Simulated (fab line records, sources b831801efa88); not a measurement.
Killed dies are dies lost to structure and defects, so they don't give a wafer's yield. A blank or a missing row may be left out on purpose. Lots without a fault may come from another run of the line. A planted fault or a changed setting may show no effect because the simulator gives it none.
A struck lot beside a sound one | flow sfq_line | 21 steps out of a route of 325
Sound: wafers L281.1, L281.2, L281.4. Struck: wafers L288.2, L288.4, L288.6. The cause comes at the end.
At each step with rows: each side's tool, then ch and its chambers, then its first start. Under that, the readings that differ: sound wafers | struck wafers | difference of the means | sigmas: that difference in standard deviations of wafers without a fault.
alike: readings whose means differ by less than 2 such deviations, and words and numbers that are the same on both sides. not compared: withheld readings, readings that some wafer has no value for, bounds like >300 that may hide the same value, and numbers for which the record gives no deviation and whose values overlap.
The two part at a step that has a row with sigmas, a row that says differs or no value, or rows on one side only. Numbers that don't overlap but have no deviation are shown without sigmas and don't part them. A reading that every wafer of one side lacks parts them only if that side has two wafers or more.

first, 2 steps without rows for these wafers: SFQ_TRILAYER_M0_LITHO_PEB_024 (peb time 60 s); SFQ_TRILAYER_M0_LITHO_DEVELOP_023 (time 60 s).
SFQ_M0_OVL_MEAS_906:
  sound on overlay-01, day 9 18:44; struck on overlay-01, day 11 12:44
  reading     | sound    | struck | difference | sigmas
  M0_OVL (nm) | -9 -1 -5 | 5 8 11 | +13        | +3
then, 1 step without rows for these wafers: SFQ_TRILAYER_M0_BARC_OPEN_METAL_ETCH_031 (etches BARC in O2, target depth 125 nm, time 41.7 s).
SFQ_TRILAYER_M0_ETCH_METAL_ETCH_024: etches Nb in Cl2/Ar, stops on SiO2, target depth 240 nm, time 120 s.
  sound on rie_metal-04 ch 0,1, day 9 18:50; struck on rie_metal-04 ch 0, day 11 12:59
  alike: drypump_motor_current_A, he_backside_leak_sccm, oes_product_au
  not compared: rf_hours_counter_h
then, 2 steps without rows for these wafers: SFQ_TRILAYER_M0_STRIP_STRIP_025 (strips in O2); SFQ_TRILAYER_M0_STRIP_SOLV_CLEAN_026 (cleans in NMP, time 600 s).
SFQ_TRILAYER_I0_DEP_PECVD_027: deposits SiO2 from SiH4/N2O, time 111.11 s, target thk 500 nm.
  sound on pecvd-02 ch 0,1, day 9 19:44; struck on pecvd-02 ch 0,1,2, day 11 15:02
  alike: heater_power_outer_w, heater_power_w, throttle_valve_pct
SFQ_TRILAYER_I0_CMP_CMP_028: polishes SiO2.
  sound on cmp-01 ch 0,1,2, day 10 00:50; struck on cmp-02 ch 0,3, day 12 02:01
  reading            | sound             | struck            | difference | sigmas
  slurry_flow_ml_min | 149.2 149.4 149.6 | 149.9 150.6 150.8 | +1.0       | +2
  alike: motor_current_A, time_to_endpoint_s
SFQ_I0_BOW_MEAS_907:
  sound on film_metro-01, day 10 03:50; struck on film_metro-01, day 12 05:02
  alike: I0_BOW
SFQ_TRILAYER_I0_METRO_MEASURE_029:
  sound on film_metro-01, day 10 03:57; struck on film_metro-01, day 12 05:20
  alike: thk_nm
then, 1 step without rows for these wafers: SFQ_TRILAYER_I0_VIA_LITHO_COAT_036 (resist thk 60.99 nm).
SFQ_TRILAYER_I0_VIA_LITHO_COAT_031: resist thk 650 nm.
  sound on litho_track-04 ch 0, day 10 05:27; struck on litho_track-04 ch 0, day 12 06:41
  reading                                                 | sound             | struck            | difference | sigmas
  model.KrF_of_TRILAYER_I0_VIA_LITHO_COAT_031.thk_nm (nm) | 652.2 651.7 651.3 | 665.6 665.7 667.6 | +14.6      |
then, 4 steps without rows for these wafers: SFQ_TRILAYER_I0_VIA_LITHO_SOFTBAKE_035; SFQ_TRILAYER_I0_VIA_LITHO_EXPOSE_032 (exposes mask I0, target cd 500 nm); SFQ_TRILAYER_I0_VIA_LITHO_PEB_034 (peb time 60 s); SFQ_TRILAYER_I0_VIA_LITHO_DEVELOP_033 (time 60 s).
-- the record jumps here: 2 days lie between the struck wafers' starts before and after --
SFQ_I0_OVL_MEAS_908:
  sound on overlay-01, day 12 09:53; struck on overlay-02, day 14 16:25
  alike: I0_OVL
SFQ_TRILAYER_I0_VIA_BARC_OPEN_VIA_ETCH_046: etches BARC in O2, target depth 125 nm, time 41.7 s.
  sound on rie_diel-03 ch 0,1,2, day 12 09:55; struck on rie_diel-03 ch 1,2,3, day 14 16:27
  alike: drypump_motor_current_A, oes_product_au
  not compared: rf_hours_counter_h
SFQ_TRILAYER_I0_VIA_ETCH_VIA_ETCH_034: etches SiO2 in CHF3, stops on Nb, target depth 260 nm.
  sound on rie_diel-03 ch 0,1,2, day 12 09:58; struck on rie_diel-03 ch 1,2,3, day 14 16:29
  reading                                                 | sound           | struck            | difference | sigmas
  model.KrF_of_TRILAYER_I0_VIA_LITHO_COAT_031.thk_nm (nm) | 529.9 529 528.5 | 542.7 541.5 544.6 | +13.8      |
  alike: drypump_motor_current_A, oes_product_au
then, 1 step without rows for these wafers: SFQ_TRILAYER_I0_VIA_STRIP_STRIP_035 (strips in O2).

WHERE THEY PART
First at SFQ_M0_OVL_MEAS_906; last, within this record, at SFQ_TRILAYER_I0_CMP_CMP_028. Later steps at which nothing parts them and some readings are alike: SFQ_I0_BOW_MEAS_907, SFQ_TRILAYER_I0_METRO_MEASURE_029, SFQ_I0_OVL_MEAS_908, SFQ_TRILAYER_I0_VIA_BARC_OPEN_VIA_ETCH_046, SFQ_TRILAYER_I0_VIA_ETCH_VIA_ETCH_034.

WHY: what the simulator had put in
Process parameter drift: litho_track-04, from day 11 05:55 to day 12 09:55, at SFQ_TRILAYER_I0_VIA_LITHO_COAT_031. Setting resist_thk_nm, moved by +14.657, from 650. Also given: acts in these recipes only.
